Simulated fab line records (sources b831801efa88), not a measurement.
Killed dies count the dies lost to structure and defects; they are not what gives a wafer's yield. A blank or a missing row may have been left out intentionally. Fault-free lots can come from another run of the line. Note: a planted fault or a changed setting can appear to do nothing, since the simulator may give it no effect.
The tool behind it: which one? / flow sky130 / 33 wafers from 11 lots sampled at 6 of the route's 708 steps

== WHAT THE GAUGES READ, wafer by wafer ==
SKY_SONOS_ONO_THK_MEAS_01.
lot=L738; measured=day 12 03:38; on=film_metro-03; SONOS_ONO_OXIDATION_THK (nm)=2.60 2.65 2.61
lot=L739; measured=day 12 14:49; on=film_metro-01; SONOS_ONO_OXIDATION_THK (nm)=2.55 2.52 2.52
lot=L741; measured=day 12 21:55; on=film_metro-03; SONOS_ONO_OXIDATION_THK (nm)=2.53 2.57 2.56
lot=L742; measured=day 12 23:20; on=film_metro-02; SONOS_ONO_OXIDATION_THK (nm)=2.65 2.65 2.59
lot=L748; measured=day 14 18:27; on=film_metro-02; SONOS_ONO_OXIDATION_THK (nm)=2.68 2.68 2.71
lot=L749; measured=day 14 22:48; on=film_metro-01; SONOS_ONO_OXIDATION_THK (nm)=2.70 2.62 2.59
lot=L754; measured=day 16 17:55; on=film_metro-01; SONOS_ONO_OXIDATION_THK (nm)=2.61 2.63 2.65
lot=L755; measured=day 16 20:41; on=film_metro-01; SONOS_ONO_OXIDATION_THK (nm)=2.52 2.59 2.55
lot=L757; measured=day 17 22:02; on=film_metro-01; SONOS_ONO_OXIDATION_THK (nm)=2.62 2.54 2.56
lot=L758; measured=day 18 07:43; on=film_metro-03; SONOS_ONO_OXIDATION_THK (nm)=2.60 2.58 2.63
lot=L761; measured=day 18 21:46; on=film_metro-01; SONOS_ONO_OXIDATION_THK (nm)=2.62 2.64 2.67

SKY_SONOS_ONO_CD_MEAS_13 targets a cd of 410 nm.
lot=L738; measured=day 13 11:07; on=cd_sem-01; cd_nm (nm)=411.9 411.2 411.9
lot=L739; measured=day 13 20:07; on=cd_sem-02; cd_nm (nm)=413.2 413.9 413.1
lot=L741; measured=day 14 01:22; on=cd_sem-01; cd_nm (nm)=414.0 414.1 413.1
lot=L742; measured=day 14 04:04; on=cd_sem-02; cd_nm (nm)=411.9 410.3 410.1
lot=L748; measured=day 15 23:46; on=cd_sem-02; cd_nm (nm)=411.4 415.5 411.9
lot=L749; measured=day 16 04:35; on=cd_sem-01; cd_nm (nm)=409.8 410.3 407.5
lot=L754; measured=day 18 12:03; on=cd_sem-01; cd_nm (nm)=410.1 412.4 411.9
lot=L755; measured=day 18 12:24; on=cd_sem-02; cd_nm (nm)=409.3 410.3 411.2
lot=L757; measured=day 19 06:40; on=cd_sem-02; cd_nm (nm)=411.1 413.3 412.8
lot=L758; measured=day 19 17:01; on=cd_sem-02; cd_nm (nm)=408.1 409.4 410.6
lot=L761; measured=day 20 07:37; on=cd_sem-02; cd_nm (nm)=411.4 411.3 411.7

SKY_RES_PROTECT_TW_MEAS_08.
lot=L738; measured=day 16 00:29; on=film_metro-04; POLY_GATE_TW=3990 3975 4011
lot=L739; measured=day 16 11:40; on=film_metro-01; POLY_GATE_TW=4000 3986 4002
lot=L741; measured=day 16 17:14; on=film_metro-04; POLY_GATE_TW=3968 3991 3943
lot=L742; measured=day 16 18:03; on=film_metro-01; POLY_GATE_TW=4006 4011 4000
lot=L748; measured=day 19 00:08; on=film_metro-01; POLY_GATE_TW=3733 3729 3750
lot=L749; measured=day 19 00:25; on=film_metro-02; POLY_GATE_TW=3745 3726 3720
lot=L754; measured=day 22 00:04; on=film_metro-04; POLY_GATE_TW=3998 3983 4004
lot=L755; measured=day 21 23:58; on=film_metro-01; POLY_GATE_TW=4021 4009 4021
lot=L757; measured=day 22 06:00; on=film_metro-01; POLY_GATE_TW=4011 4016 4022
lot=L758; measured=day 22 12:09; on=film_metro-02; POLY_GATE_TW=4038 4024 3995
lot=L761; measured=day 23 02:30; on=film_metro-01; POLY_GATE_TW=4041 4039 4019

== WHICH TOOL RAN EACH LOT (tool, then ch and the chambers of the sampled wafers, then the start) ==
lot=L738; SKY_SONOS_ONO_ETCH_15=rie_diel-04 ch 1,3, day 13 11:14; SKY_POLY_GATE_IMPLANT_02=implanter-01 ch 0, day 16 00:15; SKY_RES_PROTECT_STRIP_07=plasma_asher-02 ch 0,1, day 16 00:23
lot=L739; SKY_SONOS_ONO_ETCH_15=rie_diel-04 ch 1,2,3, day 13 20:17; SKY_POLY_GATE_IMPLANT_02=implanter-02 ch 0, day 16 11:25; SKY_RES_PROTECT_STRIP_07=plasma_asher-02 ch 0,1, day 16 11:34
lot=L741; SKY_SONOS_ONO_ETCH_15=rie_diel-01 ch 1,2,3, day 14 01:31; SKY_POLY_GATE_IMPLANT_02=implanter-02 ch 0, day 16 17:00; SKY_RES_PROTECT_STRIP_07=plasma_asher-02 ch 0,1, day 16 17:08
lot=L742; SKY_SONOS_ONO_ETCH_15=rie_diel-03 ch 1,2, day 14 04:13; SKY_POLY_GATE_IMPLANT_02=implanter-02 ch 0, day 16 17:48; SKY_RES_PROTECT_STRIP_07=plasma_asher-02 ch 0,1, day 16 17:57
lot=L748; SKY_SONOS_ONO_ETCH_15=rie_diel-04 ch 0,2,3, day 15 23:52; SKY_POLY_GATE_IMPLANT_02=implanter-02 ch 0, day 18 23:55; SKY_RES_PROTECT_STRIP_07=plasma_asher-01 ch 0,1, day 19 00:02
lot=L749; SKY_SONOS_ONO_ETCH_15=rie_diel-04 ch 0,1,2, day 16 04:43; SKY_POLY_GATE_IMPLANT_02=implanter-02 ch 0, day 19 00:12; SKY_RES_PROTECT_STRIP_07=plasma_asher-03 ch 0,1, day 19 00:20
lot=L754; SKY_SONOS_ONO_ETCH_15=rie_diel-04 ch 0,1,3, day 18 12:10; SKY_POLY_GATE_IMPLANT_02=implanter-01 ch 0, day 21 23:51; SKY_RES_PROTECT_STRIP_07=plasma_asher-02 ch 0,1, day 21 23:59
lot=L755; SKY_SONOS_ONO_ETCH_15=rie_diel-03 ch 0,3, day 18 12:34; SKY_POLY_GATE_IMPLANT_02=implanter-04 ch 0, day 21 23:43; SKY_RES_PROTECT_STRIP_07=plasma_asher-01 ch 0,1, day 21 23:52
lot=L757; SKY_SONOS_ONO_ETCH_15=rie_diel-04 ch 0,3, day 19 06:49; SKY_POLY_GATE_IMPLANT_02=implanter-01 ch 0, day 22 05:45; SKY_RES_PROTECT_STRIP_07=plasma_asher-02 ch 0,1, day 22 05:54
lot=L758; SKY_SONOS_ONO_ETCH_15=rie_diel-01 ch 1,2, day 19 17:10; SKY_POLY_GATE_IMPLANT_02=implanter-02 ch 0, day 22 11:54; SKY_RES_PROTECT_STRIP_07=plasma_asher-02 ch 0,1, day 22 12:03
lot=L761; SKY_SONOS_ONO_ETCH_15=rie_diel-04 ch 2,3, day 20 07:46; SKY_POLY_GATE_IMPLANT_02=implanter-02 ch 0, day 23 02:15; SKY_RES_PROTECT_STRIP_07=plasma_asher-02 ch 0,1, day 23 02:24
- SKY_SONOS_ONO_ETCH_15: etches the open film in CHF3/O2, target depth 19.52 nm, time 7.8 s.
- SKY_POLY_GATE_IMPLANT_02
- SKY_RES_PROTECT_STRIP_07: strips in O2/N2.

== WHAT THE TOOLS THEMSELVES READ (means of the sampled wafers that have a number; where no wafer has one, the mark that the record gives instead) ==
SKY_SONOS_ONO_ETCH_15.
lot=L738; tool=rie_diel-04; drypump_motor_current_A (A)=6.1; oes_product_au (a.u.)=0.996; throttle_valve_pct (%)=8.830
lot=L739; tool=rie_diel-04; drypump_motor_current_A (A)=6.1; oes_product_au (a.u.)=0.993; throttle_valve_pct (%)=8.828
lot=L741; tool=rie_diel-01; drypump_motor_current_A (A)=5.8; oes_product_au (a.u.)=0.989; throttle_valve_pct (%)=8.817
lot=L742; tool=rie_diel-03; drypump_motor_current_A (A)=6.0; oes_product_au (a.u.)=1.009; throttle_valve_pct (%)=8.826
lot=L748; tool=rie_diel-04; drypump_motor_current_A (A)=5.9; oes_product_au (a.u.)=0.999; throttle_valve_pct (%)=8.831
lot=L749; tool=rie_diel-04; drypump_motor_current_A (A)=6.0; oes_product_au (a.u.)=0.995; throttle_valve_pct (%)=8.827
lot=L754; tool=rie_diel-04; drypump_motor_current_A (A)=5.9; oes_product_au (a.u.)=0.995; throttle_valve_pct (%)=8.821
lot=L755; tool=rie_diel-03; drypump_motor_current_A (A)=5.7; oes_product_au (a.u.)=1.000; throttle_valve_pct (%)=8.829
lot=L757; tool=rie_diel-04; drypump_motor_current_A (A)=5.6; oes_product_au (a.u.)=0.991; throttle_valve_pct (%)=8.825
lot=L758; tool=rie_diel-01; drypump_motor_current_A (A)=6.1; oes_product_au (a.u.)=0.974; throttle_valve_pct (%)=8.824
lot=L761; tool=rie_diel-04; drypump_motor_current_A (A)=6.1; oes_product_au (a.u.)=0.995; throttle_valve_pct (%)=8.818

SKY_POLY_GATE_IMPLANT_02.
lot=L738; tool=implanter-01; beam_on_s (s)=36.7; dose_ions_cm2=7.701e+15; end_station_pressure_torr (Torr)=1.00e-05
lot=L739; tool=implanter-02; beam_on_s (s)=38.0; dose_ions_cm2=7.703e+15; end_station_pressure_torr (Torr)=1.04e-05
lot=L741; tool=implanter-02; beam_on_s (s)=37.3; dose_ions_cm2=7.700e+15; end_station_pressure_torr (Torr)=1.03e-05
lot=L742; tool=implanter-02; beam_on_s (s)=37.8; dose_ions_cm2=7.706e+15; end_station_pressure_torr (Torr)=1.05e-05
lot=L748; tool=implanter-02; beam_on_s (s)=16.2; dose_ions_cm2=3.298e+15; end_station_pressure_torr (Torr)=1.39e-05
lot=L749; tool=implanter-02; beam_on_s (s)=16.1; dose_ions_cm2=3.283e+15; end_station_pressure_torr (Torr)=1.32e-05
lot=L754; tool=implanter-01; beam_on_s (s)=37.2; dose_ions_cm2=7.706e+15; end_station_pressure_torr (Torr)=1.11e-05
lot=L755; tool=implanter-04; beam_on_s (s)=34.2; dose_ions_cm2=7.694e+15; end_station_pressure_torr (Torr)=1.11e-05
lot=L757; tool=implanter-01; beam_on_s (s)=37.8; dose_ions_cm2=7.699e+15; end_station_pressure_torr (Torr)=1.03e-05
lot=L758; tool=implanter-02; beam_on_s (s)=37.9; dose_ions_cm2=7.702e+15; end_station_pressure_torr (Torr)=1.01e-05
lot=L761; tool=implanter-02; beam_on_s (s)=38.5; dose_ions_cm2=7.702e+15; end_station_pressure_torr (Torr)=1.04e-05

SKY_RES_PROTECT_STRIP_07.
lot=L738; tool=plasma_asher-02; drypump_motor_current_A (A)=5.85; oes_product_au (a.u.)=0.516; strip_time_to_endpoint_s (s)=23.06
lot=L739; tool=plasma_asher-02; drypump_motor_current_A (A)=5.97; oes_product_au (a.u.)=0.524; strip_time_to_endpoint_s (s)=23.08
lot=L741; tool=plasma_asher-02; drypump_motor_current_A (A)=5.96; oes_product_au (a.u.)=0.515; strip_time_to_endpoint_s (s)=23.06
lot=L742; tool=plasma_asher-02; drypump_motor_current_A (A)=5.83; oes_product_au (a.u.)=0.516; strip_time_to_endpoint_s (s)=23.21
lot=L748; tool=plasma_asher-01; drypump_motor_current_A (A)=5.96; oes_product_au (a.u.)=0.567; strip_time_to_endpoint_s (s)=19.76
lot=L749; tool=plasma_asher-03; drypump_motor_current_A (A)=5.34; oes_product_au (a.u.)=0.565; strip_time_to_endpoint_s (s)=19.79
lot=L754; tool=plasma_asher-02; drypump_motor_current_A (A)=5.85; oes_product_au (a.u.)=0.514; strip_time_to_endpoint_s (s)=23.08
lot=L755; tool=plasma_asher-01; drypump_motor_current_A (A)=5.97; oes_product_au (a.u.)=0.513; strip_time_to_endpoint_s (s)=23.11
lot=L757; tool=plasma_asher-02; drypump_motor_current_A (A)=5.96; oes_product_au (a.u.)=0.520; strip_time_to_endpoint_s (s)=23.14
lot=L758; tool=plasma_asher-02; drypump_motor_current_A (A)=5.84; oes_product_au (a.u.)=0.517; strip_time_to_endpoint_s (s)=23.14
lot=L761; tool=plasma_asher-02; drypump_motor_current_A (A)=5.86; oes_product_au (a.u.)=0.514; strip_time_to_endpoint_s (s)=23.14

== THE ANSWER, worked out from the rows above alone ==
Rule: usual is defined by the lots themselves. Put in order of their means at a reading, lots are off if they are a third of the lots or fewer, leave a main group of 4 or more, and stand apart from it by a gap of 3 or more times the standard deviation of the main group's means; of several such gaps the widest counts. Not used: any main group whose means are identical at the precision the tables above print for the reading. A lot without any number at a reading at which 4 lots or more have one is off too. Where the step has rows for the other lots, those lots are counted as sound. Order of review: gauges by route order, followed by the tools' own readings, for which a lot's mean as printed above is used. The first step at which some lot is off is used, and at that step the reading that is off furthest; a lot without a number counts as furthest.
Off: at SKY_RES_PROTECT_TW_MEAS_08 (POLY_GATE_TW), L748, L749. The main group: mean 4005, standard deviation 18.
A tool fits if, at a process step before that reading, it ran every lot that is off, and no sound lot after the first of them. Not tried: the gauges at SKY_RES_PROTECT_TW_MEAS_08; whatever is off there is also off at SKY_POLY_GATE_IMPLANT_02, on other tools, and gauge error can't account for it. Of those tried, none fits.

== WHAT THE SIMULATOR HAD INSERTED ==
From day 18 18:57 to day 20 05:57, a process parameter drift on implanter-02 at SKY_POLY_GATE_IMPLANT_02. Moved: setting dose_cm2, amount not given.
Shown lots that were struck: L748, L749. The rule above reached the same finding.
